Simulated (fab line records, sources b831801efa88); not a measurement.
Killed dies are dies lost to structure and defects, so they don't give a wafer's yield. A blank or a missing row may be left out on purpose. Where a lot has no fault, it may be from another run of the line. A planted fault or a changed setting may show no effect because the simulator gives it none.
fab line records	flow sky130
[record] lots = 11	wafers = 33	last-day = 50
route steps=708 shown CONTACT@411 METAL1@446 PAD_OPEN@708
lots untouched by any fault: they come from a run of this same line in which no faults occurred
start-h: hours from the record's opening day to when the first of the lot's shown wafers began	wait-h: hours elapsed since this lot's preceding step	" repeats the value in the row above	L1.1+2: a single row standing in for several wafers	- no value, or no start given	* or withheld: withheld	< > ~ a bound
route shown NAME@n: a module of which the file shows steps, and the number in the route of the first	usual: mean and standard deviation over wafers with no fault	same: alike in all rows	chamber/n: place in a boat	sites: readings site by site	_std_site: standard deviation across them	_edge_site: mean of outer sites minus mean of inner sites	radius-mm: how far each site lies from the wafer's centre	mask NAME#n: copy n	behind: the most recent tool/chamber to have shaped the wafer	hold: why the lot went on hold/how many hours it stayed there/how the hold came to an end	device: the transistor (n, p or np) that didn't switch	end of line: tests run on the same wafers once the route is complete	a step without rows: its recipe alone	killed: the dies lost at the first sort to structure and to defects; this is not the yield of the wafer	map: the dies of a wafer, with x for killed, . for not killed, _ for no die there
set.NAME: the run value of the setting; set.NAME@STEP: its run value at that earlier step	model.NAME: the simulator's own value behind a step, which no gauge read
the route's steps for a sample of lots (tables are steps, rows are wafers)
services: the hour from which a tool's chamber was out of use, counted from the record's first day as start-h (under 0 if before that day), plus the number of hours and why
[[steps]]
[step SKY_CONTACT_BOW_MEAS_05]
[recipe] mode = bow
[usual] CONTACT_BOW = 81/6.2
lot.wafer	tool	chamber	start-h	wait-h	CONTACT_BOW[um]
L300.1	film-metro-03	-	716.14	0.2	72
L300.4	"	-	"	"	82
L300.6	"	-	"	"	76
L301.4	film-metro-04	-	721.31	0.2	93
L301.5	"	-	"	"	84
L301.6	"	-	"	"	83
L303.2	film-metro-04	-	736.58	0.1	76
L303.3	"	-	"	"	96
L303.5	"	-	"	"	76
L307.1	film-metro-01	-	778.13	0.2	81
L307.2	"	-	"	"	85
L307.6	"	-	"	"	81
L308.1	film-metro-01	-	790.18	0.2	78
L308.2	"	-	"	"	81
L308.4	"	-	"	"	82
L318.2	film-metro-01	-	854.66	0.3	72
L318.4	"	-	"	"	78
L318.5	"	-	"	"	71
L317.1	film-metro-01	-	855.60	0.2	82
L317.3	"	-	"	"	77
L317.5	"	-	"	"	81
L319.1	film-metro-03	-	861.21	0.1	82
L319.4	"	-	"	"	88
L319.5	"	-	"	"	73
L320.1	film-metro-01	-	865.41	0.1	91
L320.4	"	-	"	"	87
L320.5	"	-	"	"	86
L321.1	film-metro-04	-	872.13	0.2	81
L321.2	"	-	"	"	87
L321.4	"	-	"	"	82
L323.2	film-metro-01	-	886.25	0.2	80
L323.4	"	-	"	"	72
L323.5	"	-	"	"	78
[step SKY_CONTACT_RS_MEAS_25]
[recipe] thk-meas-gauge = four-point-probe	reads = W_of_CONTACT_CVD_24+TiN_of_CONTACT_SPUTTER_23
[usual] CONTACT_W_RS = 0.337/0.0036
lot.wafer	tool	chamber	start-h	wait-h	CONTACT_W_RS[ohm/sq]
L300.1	film-metro-03	-	744.49	0.1	0.338
L300.4	"	-	"	"	0.340
L300.6	"	-	"	"	0.338
L301.4	film-metro-04	-	749.91	0.1	0.334
L301.5	"	-	"	"	0.333
L301.6	"	-	"	"	0.339
L303.2	film-metro-03	-	765.09	0.1	0.337
L303.3	"	-	"	"	0.331
L303.5	"	-	"	"	0.332
L307.1	film-metro-04	-	806.36	0.1	0.342
L307.2	"	-	"	"	0.331
L307.6	"	-	"	"	0.338
L308.1	film-metro-01	-	818.52	0.1	0.334
L308.2	"	-	"	"	0.337
L308.4	"	-	"	"	0.338
L318.2	film-metro-03	-	880.89	0.1	0.336
L318.4	"	-	"	"	0.334
L318.5	"	-	"	"	0.340
L317.1	film-metro-03	-	882.20	0.1	0.338
L317.3	"	-	"	"	0.330
L317.5	"	-	"	"	0.337
L319.1	film-metro-01	-	888.84	0.1	0.334
L319.4	"	-	"	"	0.334
L319.5	"	-	"	"	0.337
L320.1	film-metro-03	-	892.27	0.1	0.333
L320.4	"	-	"	"	0.337
L320.5	"	-	"	"	0.336
L321.1	film-metro-01	-	899.45	0.1	0.335
L321.2	"	-	"	"	0.339
L321.4	"	-	"	"	0.336
L323.2	film-metro-04	-	913.05	0.1	0.329
L323.4	"	-	"	"	0.330
L323.5	"	-	"	"	0.329
[step SKY_METAL1_EXPOSE_12]
[recipe] mask-id = MM1	na = 0.8	source-shape = annular	sigma-inner = 0.55	sigma-outer = 0.85	target-cd-nm = 140	dose-mj = 28
[usual] exposure-dose-mJ-cm2 = 28.00/0.03
lot.wafer	tool	chamber	start-h	wait-h	mask	exposure-dose-mJ-cm2
L300.1	krf-scanner-01	0	759.25	-	MM1#0	28.04
L300.4	"	0	"	"	MM1#0	28.00
L300.6	"	0	"	"	MM1#0	28.02
L301.4	krf-scanner-02	0	764.68	-	MM1#0	27.98
L301.5	"	0	"	"	MM1#0	28.04
L301.6	"	0	"	"	MM1#0	28.00
L303.2	krf-scanner-01	0	779.46	-	MM1#0	27.98
L303.3	"	0	"	"	MM1#0	28.02
L303.5	"	0	"	"	MM1#0	27.98
L307.1	krf-scanner-02	0	820.42	-	MM1#0	28.01
L307.2	"	0	"	"	MM1#0	28.01
L307.6	"	0	"	"	MM1#0	27.99
L308.1	krf-scanner-01	0	832.47	-	MM1#0	27.06
L308.2	"	0	"	"	MM1#0	27.10
L308.4	"	0	"	"	MM1#0	27.05
L318.2	krf-scanner-01	0	894.69	-	MM1#0	28.01
L318.4	"	0	"	"	MM1#0	27.96
L318.5	"	0	"	"	MM1#0	27.94
L317.1	krf-scanner-02	0	896.02	-	MM1#0	27.96
L317.3	"	0	"	"	MM1#0	27.99
L317.5	"	0	"	"	MM1#0	28.03
L319.1	krf-scanner-01	0	902.37	-	MM1#0	27.96
L319.4	"	0	"	"	MM1#0	27.98
L319.5	"	0	"	"	MM1#0	27.95
L320.1	krf-scanner-02	0	906.35	-	MM1#0	28.02
L320.4	"	0	"	"	MM1#0	27.98
L320.5	"	0	"	"	MM1#0	27.98
L321.1	krf-scanner-02	0	913.30	-	MM1#0	28.01
L321.2	"	0	"	"	MM1#0	28.05
L321.4	"	0	"	"	MM1#0	28.07
L323.2	krf-scanner-02	0	927.30	-	MM1#0	28.01
L323.4	"	0	"	"	MM1#0	28.03
L323.5	"	0	"	"	MM1#0	27.96
[step SKY_METAL1_CD_MEAS_15]
[recipe] target-cd-nm = 140
[usual] cd-nm = 140.0/1.9
lot.wafer	tool	chamber	start-h	wait-h	cd-nm
L300.1	cd-sem-01	-	771.94	-	141.0
L300.4	"	-	"	"	142.8
L300.6	"	-	"	"	141.5
L301.4	cd-sem-01	-	778.06	-	138.6
L301.5	"	-	"	"	138.8
L301.6	"	-	"	"	138.5
L303.2	cd-sem-01	-	793.05	-	139.6
L303.3	"	-	"	"	139.6
L303.5	"	-	"	"	138.6
L307.1	cd-sem-01	-	833.53	-	139.9
L307.2	"	-	"	"	139.8
L307.6	"	-	"	"	139.7
L308.1	cd-sem-01	-	845.45	-	135.5
L308.2	"	-	"	"	107.4
L308.4	"	-	"	"	104.9
L318.2	cd-sem-01	-	907.50	-	145.6
L318.4	"	-	"	"	143.9
L318.5	"	-	"	"	143.7
L317.1	cd-sem-01	-	909.23	-	139.5
L317.3	"	-	"	"	140.1
L317.5	"	-	"	"	139.6
L319.1	cd-sem-01	-	914.75	-	137.7
L319.4	"	-	"	"	139.0
L319.5	"	-	"	"	136.5
L320.1	cd-sem-01	-	918.70	-	140.0
L320.4	"	-	"	"	140.6
L320.5	"	-	"	"	141.8
L321.1	cd-sem-01	-	924.55	-	139.9
L321.2	"	-	"	"	138.6
L321.4	"	-	"	"	139.9
L323.2	cd-sem-01	-	940.52	-	140.0
L323.4	"	-	"	"	138.5
L323.5	"	-	"	"	139.3
[step SKY_METAL1_DESCUM_17]
[recipe] chemistry = O2	source-power-w = 150	bias-power-w = 0	pressure-mtorr = 10	temp-c = 40	time-s = 8
[usual] chamber-pressure-mTorr = 10.000/0.0087	drypump-motor-current-A = 5.93/0.29	oes-product-au = 0.996/0.011
lot.wafer	tool	chamber	start-h	wait-h	chamber-pressure-mTorr	drypump-motor-current-A	oes-product-au	rf-hours-counter-h
L300.1	rie-metal-01	1	772.10	0.0	10.006	5.65	0.998	11
L300.4	"	1	"	"	10.000	5.68	0.990	-
L300.6	"	1	"	"	10.009	5.61	0.996	-
L301.4	rie-metal-02	1	778.16	0.0	9.994	6.36	1.001	-
L301.5	"	0	"	"	9.995	5.62	0.990	-
L301.6	"	1	"	"	10.012	6.36	1.012	-
L303.2	rie-metal-04	1	793.18	0.0	10.003	6.30	0.986	6
L303.3	"	0	"	"	9.992	5.90	1.001	-
L303.5	"	1	"	"	10.012	6.31	0.981	-
L307.1	rie-metal-04	1	833.68	0.0	10.000	6.30	0.984	7
L307.2	"	1	"	"	10.002	6.30	0.981	-
L307.6	"	1	"	"	9.995	6.31	0.979	-
L308.1	rie-metal-01	0	845.61	0.0	9.986	5.79	1.009	18
L308.2	"	1	"	"	9.998	5.68	1.010	1
L308.4	"	1	"	"	10.004	5.67	1.000	-
L318.2	rie-metal-04	1	907.63	0.0	9.997	6.29	0.982	11
L318.4	"	0	"	"	9.995	5.86	0.995	-
L318.5	"	0	"	"	10.016	5.85	0.987	-
L317.1	rie-metal-01	0	909.38	0.0	9.983	5.79	1.006	1
L317.3	"	1	"	"	10.000	5.67	1.015	-
L317.5	"	1	"	"	10.005	5.66	1.011	-
L319.1	rie-metal-04	1	914.91	0.0	9.997	6.31	1.001	11
L319.4	"	1	"	"	10.013	6.30	1.000	-
L319.5	"	1	"	"	10.008	6.32	0.995	-
L320.1	rie-metal-04	0	918.85	0.0	10.001	5.84	0.993	4
L320.4	"	1	"	"	9.993	6.32	0.980	-
L320.5	"	1	"	"	10.010	6.33	0.984	-
L321.1	rie-metal-02	1	924.71	0.0	9.999	6.37	0.996	4
L321.2	"	0	"	"	9.976	5.65	0.983	7
L321.4	"	1	"	"	9.982	6.38	1.008	-
L323.2	rie-metal-01	0	940.66	0.0	9.995	5.82	0.993	3
L323.4	"	1	"	"	10.012	5.67	1.008	-
L323.5	"	0	"	"	9.991	5.79	1.004	-
[step SKY_PAD_OPEN_PROBE_99]
[usual] defect-limited-yield = 82.9/1.9	killed_at_M0_to_M3 = 42/6.3	killed_at_M4_up = 2.8/1.9	killed-at-contacts = 23/5.3	killed-at-front-end = 16/4.3	killed-at-other = 0.2/0.51	killed-dies = 84/9.3	killed-on-rim = 16/4.2	killed-open = 46/7.6	killed-short = 38/6.3	sort_bin_3_pad_short = 0.8/0.41	sort_bin_5_function = 10.0/1.4	sort_bin_6_memory = 6.2/1.1	sort-n-pass = 408/9.3	sort-yield-pct = 82.9/1.9
[same] gross-dies = 492	killed-at-back-side = 0	sort_bin_4_leakage[%] = 0	sort_bin_8_speed[%] = 0
lot.wafer	tool	chamber	start-h	wait-h	defect-limited-yield[%]	killed_at_M0_to_M3	killed_at_M4_up	killed-at-contacts	killed-at-front-end	killed-at-other	killed-dies	killed-on-rim	killed-open	killed-short	sort_bin_3_pad_short[%]	sort_bin_5_function[%]	sort_bin_6_memory[%]	sort-n-pass	sort-yield-pct[%]
L300.1	prober-02	-	1085.00	0.1	83.1	44	1	22	16	0	83	16	39	44	1.0	9.3	6.5	409	83.1
L300.4	prober-02	-	1085.15	0.2	83.9	36	0	23	20	0	79	14	45	34	0.4	9.8	5.9	413	83.9
L300.6	prober-02	-	1085.25	0.2	83.7	43	1	22	14	0	80	17	46	34	0.8	9.8	5.7	412	83.7
L301.4	prober-01	-	1088.97	0.2	82.5	36	8	31	11	0	86	13	47	39	1.2	10.0	6.3	406	82.5
L301.5	prober-01	-	1089.02	0.2	83.1	41	0	22	20	0	83	22	38	45	1.6	8.7	6.5	409	83.1
L301.6	prober-01	-	1089.07	0.2	81.5	51	3	22	15	0	91	19	55	36	0.2	10.8	7.5	401	81.5
L303.2	prober-01	-	1099.55	0.1	83.7	44	3	21	12	0	80	19	54	26	0.6	10.0	5.7	412	83.7
L303.3	prober-01	-	1099.60	0.2	82.5	46	3	24	13	0	86	18	33	53	1.2	8.5	7.7	406	82.5
L303.5	prober-01	-	1099.70	0.2	80.1	49	5	27	17	0	98	18	46	52	1.2	11.4	7.3	394	80.1
L307.1	prober-01	-	1135.36	0.1	84.6	39	1	25	10	1	76	15	52	24	0.4	9.6	5.5	416	84.6
L307.2	prober-01	-	1135.41	0.1	84.8	40	1	21	12	1	75	18	43	32	0.2	9.1	5.9	417	84.8
L307.6	prober-01	-	1135.61	0.2	84.8	33	0	35	7	0	75	15	52	23	0.6	7.9	6.7	417	84.8
L308.1	prober-01	-	1139.72	0.1	85.2	35	2	21	15	0	73	14	41	32	0.6	9.8	4.5	419	85.2
L308.2	prober-01	-	1139.77	0.1	8.5	406	1	28	15	0	450	71	51	31	0.8	84.1	6.5	42	8.5
L308.4	prober-01	-	1139.87	0.2	4.5	418	3	29	20	0	470	81	43	39	0.6	88.0	6.9	22	4.5
L318.2	prober-01	-	1184.04	0.1	86.2	34	3	17	14	0	68	11	37	31	1.0	7.1	5.7	424	86.2
L318.4	prober-01	-	1184.14	0.2	83.5	42	1	22	16	0	81	21	43	38	1.0	9.8	5.7	411	83.5
L318.5	prober-01	-	1184.19	0.2	85.2	35	3	22	13	0	73	12	36	37	0.8	8.7	5.3	419	85.2
L317.1	prober-02	-	1185.90	0.1	81.7	49	1	22	18	0	90	20	55	35	0.8	11.8	5.7	402	81.7
L317.3	prober-02	-	1186.00	0.2	87.6	38	1	10	12	0	61	16	34	27	0.6	6.3	5.5	431	87.6
L317.5	prober-02	-	1186.10	0.2	83.9	37	5	28	9	0	79	17	44	35	1.4	8.9	5.7	413	83.9
L319.1	prober-01	-	1188.11	0.1	85.0	50	3	10	11	0	74	11	47	27	0.2	9.1	5.7	418	85.0
L319.4	prober-01	-	1188.26	0.2	82.3	43	3	26	15	0	87	25	53	34	1.2	10.2	6.3	405	82.3
L319.5	prober-01	-	1188.31	0.2	82.7	39	2	30	14	0	85	14	44	41	0.4	12.0	4.9	407	82.7
L320.1	prober-02	-	1192.67	0.1	81.3	42	6	22	22	0	92	14	38	54	1.8	11.2	5.7	400	81.3
L320.4	prober-02	-	1192.82	0.2	80.9	46	0	23	25	0	94	21	55	39	1.0	9.6	8.5	398	80.9
L320.5	prober-02	-	1192.87	0.2	79.1	53	2	25	22	1	103	20	59	44	1.0	12.0	7.9	389	79.1
L321.1	prober-01	-	1196.49	0.1	83.3	44	3	19	16	0	82	15	46	36	1.0	10.2	5.5	410	83.3
L321.2	prober-01	-	1196.54	0.1	83.1	33	4	28	18	0	83	9	54	29	1.0	8.9	6.9	409	83.1
L321.4	prober-01	-	1196.64	0.2	83.5	41	5	22	13	0	81	18	51	30	0.2	12.0	4.3	411	83.5
L323.2	prober-01	-	1205.43	0.1	79.5	54	3	29	15	0	101	12	57	44	0.6	12.6	7.3	391	79.5
L323.4	prober-01	-	1205.53	0.2	79.9	43	2	34	20	0	99	17	63	36	1.0	10.8	8.3	393	79.9
L323.5	prober-01	-	1205.58	0.2	79.3	60	1	25	16	0	102	14	55	47	2.0	13.0	5.7	390	79.3
// killed by level:class
L300.1 CONTACT:geometric-particle:open=11 METAL2:geometric-particle:short=11 VIA1:geometric-particle:open=9 VIA1:geometric-particle:short=7 CONTACT:geometric-particle:short=5 POLY_GATE:geometric-particle:open=4 METAL3:geometric-particle:short=4 VIA3:geometric-particle:open=4
L300.4 CONTACT:geometric-particle:open=8 FIELD_ISO:geometric-particle:open=7 LI_CONTACT:geometric-particle:open=7 VIA2:geometric-particle:open=7 POLY_GATE:geometric-particle:short=6 VIA3:geometric-particle:open=6 FIELD_ISO:geometric-particle:short=5 VIA1:geometric-particle:open=5
L300.6 VIA1:geometric-particle:open=11 VIA3:geometric-particle:open=9 CONTACT:geometric-particle:open=8 LOCAL_INTERCONNECT:geometric-particle:short=7 VIA2:geometric-particle:open=7 POLY_GATE:geometric-particle:short=5 METAL1:geometric-particle:short=5 VIA3:geometric-particle:short=5
L301.4 CONTACT:geometric-particle:open=10 LI_CONTACT:geometric-particle:open=7 CONTACT:geometric-particle:short=7 VIA1:geometric-particle:open=7 VIA3:geometric-particle:open=7 METAL4:geometric-particle:short=7 VIA2:geometric-particle:open=5 LOCAL_INTERCONNECT:geometric-particle:short=4
L301.5 VIA1:geometric-particle:open=10 METAL2:geometric-particle:short=9 POLY_GATE:geometric-particle:short=8 CONTACT:geometric-particle:open=8 LI_CONTACT:geometric-particle:open=7 METAL1:geometric-particle:short=7 FIELD_ISO:geometric-particle:short=4 VIA3:geometric-particle:open=4
L301.6 VIA1:geometric-particle:open=18 CONTACT:geometric-particle:open=12 VIA2:geometric-particle:short=7 VIA3:geometric-particle:open=7 METAL2:geometric-particle:short=5 POLY_GATE:geometric-particle:short=4 POLY_GATE:geometric-particle:open=4 METAL1:geometric-particle:short=4
L303.2 VIA1:geometric-particle:open=14 VIA3:geometric-particle:open=8 CONTACT:geometric-particle:open=7 LI_CONTACT:geometric-particle:open=6 METAL1:geometric-particle:short=5 METAL2:geometric-particle:short=4 VIA2:geometric-particle:open=4 FIELD_ISO:geometric-particle:open=3
L303.3 METAL1:geometric-particle:short=9 LI_CONTACT:geometric-particle:open=6 LOCAL_INTERCONNECT:geometric-particle:short=6 CONTACT:geometric-particle:short=6 VIA2:geometric-particle:open=5 VIA1:geometric-particle:short=5 VIA1:geometric-particle:open=5 METAL2:geometric-particle:short=5
L303.5 VIA1:geometric-particle:open=10 LI_CONTACT:geometric-particle:open=7 LOCAL_INTERCONNECT:geometric-particle:short=7 CONTACT:geometric-particle:open=7 VIA1:geometric-particle:short=7 VIA3:geometric-particle:open=7 METAL1:geometric-particle:short=6 VIA2:geometric-particle:open=5
L307.1 VIA1:geometric-particle:open=17 CONTACT:geometric-particle:open=10 LI_CONTACT:geometric-particle:open=8 VIA2:geometric-particle:open=5 METAL1:geometric-particle:short=4 FIELD_ISO:geometric-particle:open=3 POLY_GATE:geometric-particle:short=3 CONTACT:geometric-particle:short=3
L307.2 VIA1:geometric-particle:open=14 CONTACT:geometric-particle:open=8 LI_CONTACT:geometric-particle:open=6 VIA3:geometric-particle:open=5 METAL2:geometric-particle:short=4 VIA2:geometric-particle:short=4 LI_CONTACT:geometric-particle:short=3 FIELD_ISO:geometric-particle:short=3
L307.6 CONTACT:geometric-particle:open=17 VIA1:geometric-particle:open=10 LI_CONTACT:geometric-particle:open=9 VIA2:geometric-particle:open=6 VIA3:geometric-particle:open=6 CONTACT:geometric-particle:short=5 FIELD_ISO:geometric-particle:short=4 LOCAL_INTERCONNECT:geometric-particle:short=3
L308.1 METAL2:geometric-particle:short=10 CONTACT:geometric-particle:open=8 VIA3:geometric-particle:open=6 VIA2:geometric-particle:open=6 FIELD_ISO:geometric-particle:open=5 LI_CONTACT:geometric-particle:open=5 POLY_GATE:geometric-particle:open=5 CONTACT:geometric-particle:short=4
L308.2 METAL1:area-expose=368 VIA1:geometric-particle:open=13 CONTACT:geometric-particle:open=9 CONTACT:geometric-particle:short=7 LI_CONTACT:geometric-particle:open=5 LOCAL_INTERCONNECT:geometric-particle:short=5 METAL2:geometric-particle:short=5 FIELD_ISO:geometric-particle:open=4
L308.4 METAL1:area-expose=388 CONTACT:geometric-particle:open=13 LI_CONTACT:geometric-particle:open=6 METAL1:geometric-particle:short=6 FIELD_ISO:geometric-particle:open=5 METAL2:geometric-particle:short=5 CONTACT:geometric-particle:short=4 VIA2:geometric-particle:open=4
L318.2 VIA2:geometric-particle:open=11 VIA1:geometric-particle:open=7 LI_CONTACT:geometric-particle:open=6 VIA1:geometric-particle:short=6 CONTACT:geometric-particle:open=5 POLY_GATE:geometric-particle:short=4 CONTACT:geometric-particle:short=4 VIA3:geometric-particle:open=4
L318.4 VIA1:geometric-particle:open=13 LI_CONTACT:geometric-particle:open=9 METAL1:geometric-particle:short=7 CONTACT:geometric-particle:open=6 VIA3:geometric-particle:open=6 FIELD_ISO:geometric-particle:short=5 POLY_GATE:geometric-particle:short=5 VIA2:geometric-particle:open=4
L318.5 CONTACT:geometric-particle:open=9 POLY_GATE:geometric-particle:short=7 VIA3:geometric-particle:open=6 VIA1:geometric-particle:open=6 LOCAL_INTERCONNECT:geometric-particle:short=5 VIA2:geometric-particle:open=5 LI_CONTACT:geometric-particle:open=4 METAL2:geometric-particle:short=3
L317.1 VIA2:geometric-particle:open=16 VIA1:geometric-particle:open=11 CONTACT:geometric-particle:open=9 FIELD_ISO:geometric-particle:short=8 LI_CONTACT:geometric-particle:open=7 FIELD_ISO:geometric-particle:open=4 CONTACT:geometric-particle:short=4 METAL2:geometric-particle:short=4
L317.3 VIA1:geometric-particle:open=13 VIA2:geometric-particle:open=6 VIA3:geometric-particle:open=5 CONTACT:geometric-particle:open=4 SPACER:geometric-particle:short=3 CONTACT:geometric-particle:short=3 METAL1:geometric-particle:short=3 METAL2:geometric-particle:short=3
L317.5 CONTACT:geometric-particle:open=10 LI_CONTACT:geometric-particle:open=9 VIA1:geometric-particle:open=7 VIA1:geometric-particle:short=6 CONTACT:geometric-particle:short=5 METAL4:geometric-particle:short=5 VIA2:geometric-particle:open=4 METAL3:geometric-particle:short=4
L319.1 VIA1:geometric-particle:open=16 METAL2:geometric-particle:short=6 VIA2:geometric-particle:open=5 METAL1:geometric-particle:open=5 VIA1:geometric-particle:short=5 CONTACT:geometric-particle:open=4 VIA3:geometric-particle:open=4 FIELD_ISO:geometric-particle:short=3
L319.4 VIA1:geometric-particle:open=13 LI_CONTACT:geometric-particle:open=8 FIELD_ISO:geometric-particle:open=6 LI_CONTACT:geometric-particle:short=6 VIA3:geometric-particle:open=6 METAL3:geometric-particle:open=5 METAL2:geometric-particle:short=5 POLY_GATE:geometric-particle:open=4
L319.5 CONTACT:geometric-particle:open=12 VIA1:geometric-particle:open=9 LI_CONTACT:geometric-particle:open=7 CONTACT:geometric-particle:short=7 METAL1:geometric-particle:short=6 POLY_GATE:geometric-particle:short=5 VIA3:geometric-particle:short=5 POLY_GATE:geometric-particle:open=4
L320.1 CONTACT:geometric-particle:short=9 VIA1:geometric-particle:open=8 METAL2:geometric-particle:short=8 VIA3:geometric-particle:open=7 FIELD_ISO:geometric-particle:short=6 VIA1:geometric-particle:short=6 POLY_GATE:geometric-particle:short=5 CONTACT:geometric-particle:open=5
L320.4 FIELD_ISO:geometric-particle:open=13 CONTACT:geometric-particle:open=11 VIA1:geometric-particle:open=10 METAL2:geometric-particle:short=7 FIELD_ISO:geometric-particle:short=6 CONTACT:geometric-particle:short=6 VIA2:geometric-particle:open=6 VIA3:geometric-particle:open=6
L320.5 CONTACT:geometric-particle:open=11 VIA1:geometric-particle:open=11 VIA2:geometric-particle:open=9 VIA3:geometric-particle:open=8 METAL1:geometric-particle:short=7 FIELD_ISO:geometric-particle:short=6 VIA2:geometric-particle:short=6 METAL2:geometric-particle:short=6
L321.1 VIA1:geometric-particle:open=11 CONTACT:geometric-particle:open=10 METAL1:geometric-particle:short=8 POLY_GATE:geometric-particle:open=5 VIA2:geometric-particle:open=5 VIA3:geometric-particle:open=5 FIELD_ISO:geometric-particle:short=4 METAL3:geometric-particle:short=4
L321.2 CONTACT:geometric-particle:open=11 VIA1:geometric-particle:open=10 POLY_GATE:geometric-particle:open=8 LI_CONTACT:geometric-particle:open=6 LOCAL_INTERCONNECT:geometric-particle:short=5 VIA2:geometric-particle:open=5 CONTACT:geometric-particle:short=4 METAL1:geometric-particle:short=4
L321.4 VIA1:geometric-particle:open=12 LI_CONTACT:geometric-particle:open=8 VIA2:geometric-particle:open=8 CONTACT:geometric-particle:open=7 POLY_GATE:geometric-particle:open=5 METAL1:geometric-particle:short=5 VIA3:geometric-particle:open=5 FIELD_ISO:geometric-particle:short=4
L323.2 VIA1:geometric-particle:open=15 CONTACT:geometric-particle:open=14 VIA1:geometric-particle:short=9 VIA3:geometric-particle:open=8 CONTACT:geometric-particle:short=6 METAL2:geometric-particle:short=6 POLY_GATE:geometric-particle:short=5 LI_CONTACT:geometric-particle:open=5
L323.4 CONTACT:geometric-particle:open=18 VIA1:geometric-particle:open=12 VIA3:geometric-particle:open=8 POLY_GATE:geometric-particle:short=7 LI_CONTACT:geometric-particle:open=7 VIA1:geometric-particle:short=7 VIA2:geometric-particle:open=6 FIELD_ISO:geometric-particle:open=4
L323.5 CONTACT:geometric-particle:open=13 VIA2:geometric-particle:open=10 METAL2:geometric-particle:short=9 VIA1:geometric-particle:open=8 METAL1:geometric-particle:short=7 VIA1:geometric-particle:short=5 VIA2:geometric-particle:short=5 VIA3:geometric-particle:short=5
[[services]]
tool	chamber	start-h	hours	kind
krf-scanner-02	-	744.73	4.0	repair
krf-scanner-02	-	748.70	0.8	pm
krf-scanner-01	-	752.16	4.4	pm
rie-metal-01	-	759.69	1.4	pm
krf-scanner-02	-	766.92	1.3	pm
rie-metal-01	1	774.85	-	clean
rie-metal-01	1	774.85	38.9	scheduled-down
krf-scanner-01	-	787.17	1.3	pm
krf-scanner-01	-	792.36	0.8	repair
rie-metal-04	0	800.38	23.9	repair
krf-scanner-01	-	818.92	0.8	pm
rie-metal-04	0	824.26	-	clean
rie-metal-04	0	824.26	18.1	scheduled-down
rie-metal-04	0	824.26	18.1	vent-cycle
krf-scanner-01	-	834.34	0.6	repair
rie-metal-01	-	836.05	1.3	repair
rie-metal-04	-	865.16	1.4	pm
krf-scanner-01	-	869.71	1.0	pm
rie-metal-02	0	880.09	9.9	repair
rie-metal-04	-	897.11	2.8	pm
krf-scanner-02	-	898.15	1.0	pm
krf-scanner-01	-	898.21	0.7	repair
krf-scanner-02	-	915.23	0.8	pm
rie-metal-04	1	936.01	13.9	repair
[[key]]
[first-sign] step = SKY_METAL1_EXPOSE_12	reading = exposure-dose-mJ-cm2	direction = down	sigmas = 30	usual = *	struck = *
[effect] step = SKY_METAL1_CD_MEAS_15	reading = cd-nm	direction = down	sigmas = 13	usual = 140.0	struck = 116.0	wafers-moved = 2	through = control-loop
[effect] step = SKY_PAD_OPEN_PROBE_99	reading = killed_at_M0_to_M3	direction = up	sigmas = 39	usual = 42	struck = 286	wafers-moved = 2
[more-kills-born-at] SKY_METAL1_EXPOSE_12@krf-scanner-01 = 756
met-at SKY_METAL1_EXPOSE_12
struck-lots L308
later-rows-left-out L308.2,L308.4
[loop-trim] step = SKY_METAL1_EXPOSE_12	setting = dose	lots = L308
not-acting-at SKY_CONTACT_BOW_MEAS_05,SKY_CONTACT_RS_MEAS_25,SKY_METAL1_DESCUM_17
onset-between 779.46 832.47
[fault] kind = process-parameter-drift	tool = krf-scanner-01	chamber = -	onset-h = 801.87	steps = SKY_METAL1_EXPOSE_12	channel = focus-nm	offset = 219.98	spread-by-wafer = 0.3	shape = step	end-h = 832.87
// later-rows-left-out: the simulator's readings of these wafers behind a module that went badly wrong aren't trusted and aren't shown, but for the sort
// loop-trim: a control loop set the setting to another value than it would have without faults
